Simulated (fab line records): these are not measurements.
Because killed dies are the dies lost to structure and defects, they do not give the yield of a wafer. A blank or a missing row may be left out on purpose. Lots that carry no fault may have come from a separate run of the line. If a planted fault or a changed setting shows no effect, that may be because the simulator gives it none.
Code-filled problem report in 8D (eight disciplines) form -- flow gf180mcu -- the parts of the form that need people (team, actions taken, sign-off) are left out

1. THE PROBLEM
chamber_pressure_pa at GF_M3_SPUTTER_03 reads a mean of 0.3100 Pa on 6 wafers of 2 lots; wafers without a fault read 0.3000 Pa with a standard deviation of 0.00061. Relative to the usual mean, that is a shift of +16 standard deviations.
The step: material Ti, target thk 10 nm, time 6.7 s.
Earliest sighting: wafer L338.1 on pvd_sputter-02 at day 25 17:47. The record has a number at this step for 36 wafers belonging to 12 lots. The rule behind "out" and "out of limits": a value lying over 4 standard deviations away from the usual mean. All remaining wafers that have a number are taken as sound.

2. WHAT IT IS AND WHAT IT IS NOT
question,is,is not
which readings at this step,chamber_pressure_pa,throttle_valve_pct
which lots,"L338, L339","L323, L324, L326, L327, L328, L329, L330, L331, L332, L346"
which wafers of those lots,all that have a number,-
read on which tools,pvd_sputter-02,"pvd_sputter-01, pvd_sputter-04"
when,from day 25 17:47,up to then (27 sound wafers); but 3 sound wafers of L346 came after

3. SUSPECTS, AND WHAT RULES EACH OUT
Counting: a tool at a process step up to the reading stays a suspect if it ran every lot that is out and no sound lot after the first of them.
- pvd_sputter-02 at GF_M3_SPUTTER_03 (material Ti, target thk 10 nm, time 6.7 s): kept. Every lot that is out went through it, starting with L338 (day 25 17:47), and after that it ran no sound lot; the last sound lot it ran before then is L328 (day 22 22:44). On those wafers its own readings are out: chamber_pressure_pa.
Left after counting: pvd_sputter-02 at GF_M3_SPUTTER_03.

4. THE CAUSE (what the simulator had put in)
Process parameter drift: pvd_sputter-02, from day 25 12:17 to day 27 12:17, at GF_M3_SPUTTER_03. Setting chamber_pressure_pa shifted by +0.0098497 from 0.3. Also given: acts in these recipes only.
This tool alone remained once counting was done.

5. THE EFFECT CHAIN, in route order
Each row: a reading whose mean over the struck wafers that have a number lies more than 3 standard deviations from the usual. Scope: only readings with a usual standard deviation given in the record; hours: median across lots of the time from each lot's start at the first step in this table that gives one to its start at this step; sigmas: change in usual standard deviations.
hours,step,reading,usual,on struck wafers,change,sigmas
0,GF_M3_SPUTTER_03,chamber_pressure_pa,0.3000 Pa,0.3100,+0.0100,+16
Here are the process steps it includes:
- GF_M3_SPUTTER_03: material Ti, target thk 10 nm, time 6.7 s.

6. HOW IT WOULD HAVE BEEN CAUGHT EARLIER
In this record the first reading out of limits was taken at day 25 17:47, 6 hours after the fault began at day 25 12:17.
